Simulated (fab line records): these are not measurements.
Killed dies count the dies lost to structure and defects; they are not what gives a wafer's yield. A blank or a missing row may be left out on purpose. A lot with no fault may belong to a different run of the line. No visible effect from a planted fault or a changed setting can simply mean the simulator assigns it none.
Tool commonality check + flow sky130 + 14 lots, 42 wafers sampled

## WHY THIS WAS OPENED
2 of 14 lots carry a flag on the reading VT_ADJUST_HVTR_TW at SKY_VT_ADJUST_HVTR_TW_MEAS_11. No-fault wafers: 210.7, standard deviation 1.8.
Rule: a lot is flagged when every wafer of it that has a number lies more than 4 standard deviations from that mean, or none has a number. The rest of the lots are taken to be sound.

| lot  | measured     | on            | VT_ADJUST_HVTR_TW, wafer by wafer | flag    |
|------|--------------|---------------|-----------------------------------|---------|
| L906 | day 9 11:47  | film-metro-01 | 212.6 212.2 211.5                 |         |
| L907 | day 9 18:32  | film-metro-03 | 209.7 209.5 209.8                 |         |
| L908 | day 9 23:34  | film-metro-03 | 209.7 209.3 210.9                 |         |
| L909 | day 10 03:26 | film-metro-02 | 212.4 212.9 211.8                 |         |
| L910 | day 10 14:05 | film-metro-02 | 211.8 211.4 211.6                 |         |
| L912 | day 11 07:01 | film-metro-02 | 210.7 210.6 210.6                 |         |
| L913 | day 11 17:11 | film-metro-01 | 210.9 211.9 210.1                 |         |
| L914 | day 11 23:52 | film-metro-02 | 211.4 210.4 211.0                 |         |
| L917 | day 12 22:16 | film-metro-03 | 206.0 207.5 206.4                 |         |
| L920 | day 13 20:25 | film-metro-01 | 210.9 211.3 212.0                 |         |
| L925 | day 15 11:21 | film-metro-02 | 264.3 262.3 263.2                 | FLAGGED |
| L926 | day 15 17:07 | film-metro-01 | 264.0 264.1 262.2                 | FLAGGED |
| L927 | day 16 01:01 | film-metro-03 | 208.8 207.2 205.9                 |         |
| L929 | day 16 09:37 | film-metro-01 | 211.8 212.0 213.1                 |         |
On average the flagged lots' numbers are 263.4, which is +52.7 against the usual, or +29 standard deviations.

## TOOL THAT RAN EACH LOT
The record holds 1 process step before the reading, out of a route of 708 steps. In each cell: the tool, then ch and the chambers that the sampled wafers went through, then the start.
| lot  | flag    | SKY_VT_ADJUST_NCORE_COAT_02       |
|------|---------|-----------------------------------|
| L906 |         | litho-track-02 ch 0, day 8 03:28  |
| L907 |         | litho-track-02 ch 0, day 8 09:58  |
| L908 |         | litho-track-01 ch 0, day 8 14:35  |
| L909 |         | litho-track-01 ch 0, day 8 17:59  |
| L910 |         | litho-track-02 ch 0, day 9 04:07  |
| L912 |         | litho-track-01 ch 0, day 9 20:40  |
| L913 |         | litho-track-03 ch 0, day 10 06:08 |
| L914 |         | litho-track-01 ch 0, day 10 11:32 |
| L917 |         | litho-track-01 ch 0, day 11 08:46 |
| L920 |         | litho-track-02 ch 0, day 12 06:24 |
| L925 | FLAGGED | litho-track-01, day 13 20:23      |
| L926 | FLAGGED | litho-track-01, day 14 01:40      |
| L927 |         | litho-track-01 ch 0, day 14 07:22 |
| L929 |         | litho-track-02 ch 0, day 14 15:40 |
These steps, and what they do:
- SKY_VT_ADJUST_NCORE_COAT_02: resist thk 1140 nm.
- SKY_VT_ADJUST_HVTR_TW_MEAS_11

## FLAGGED AGAINST TOTAL, ONE TOOL AT A TIME (gauges that did the reading follow at the end)
| step                          | tool           | lots run | flagged | share of the flagged lots | sound lots run after its first flagged lot |
|-------------------------------|----------------|----------|---------|---------------------------|--------------------------------------------|
| SKY_VT_ADJUST_NCORE_COAT_02   | litho-track-01 | 8        | 2       | all                       | 1 (L927)                                   |
| SKY_VT_ADJUST_NCORE_COAT_02   | litho-track-02 | 5        | 0       | none                      | -                                          |
| SKY_VT_ADJUST_NCORE_COAT_02   | litho-track-03 | 1        | 0       | none                      | -                                          |
| SKY_VT_ADJUST_HVTR_TW_MEAS_11 | film-metro-01  | 5        | 1       | some                      | 1 (L929)                                   |
| SKY_VT_ADJUST_HVTR_TW_MEAS_11 | film-metro-02  | 5        | 1       | some                      | 0                                          |
| SKY_VT_ADJUST_HVTR_TW_MEAS_11 | film-metro-03  | 4        | 0       | none                      | -                                          |

## WHAT THE TABLE PERMITS
All flagged lots share 1 row of the table, namely litho-track-01 at SKY_VT_ADJUST_NCORE_COAT_02.
- litho-track-01 at SKY_VT_ADJUST_NCORE_COAT_02: 2 of its 8 lots flagged. Lots that were sound ran on it after the first flagged one (L927); a persistent fault on the entire tool would not allow that. On the flagged lots its readings are blank where sound lots have values: chill-plate-temp-C, dispense-pressure-kPa.
Every row of the table either missed a flagged lot or ran a sound lot after the first.

## WHAT THE SIMULATOR HAD PUT IN
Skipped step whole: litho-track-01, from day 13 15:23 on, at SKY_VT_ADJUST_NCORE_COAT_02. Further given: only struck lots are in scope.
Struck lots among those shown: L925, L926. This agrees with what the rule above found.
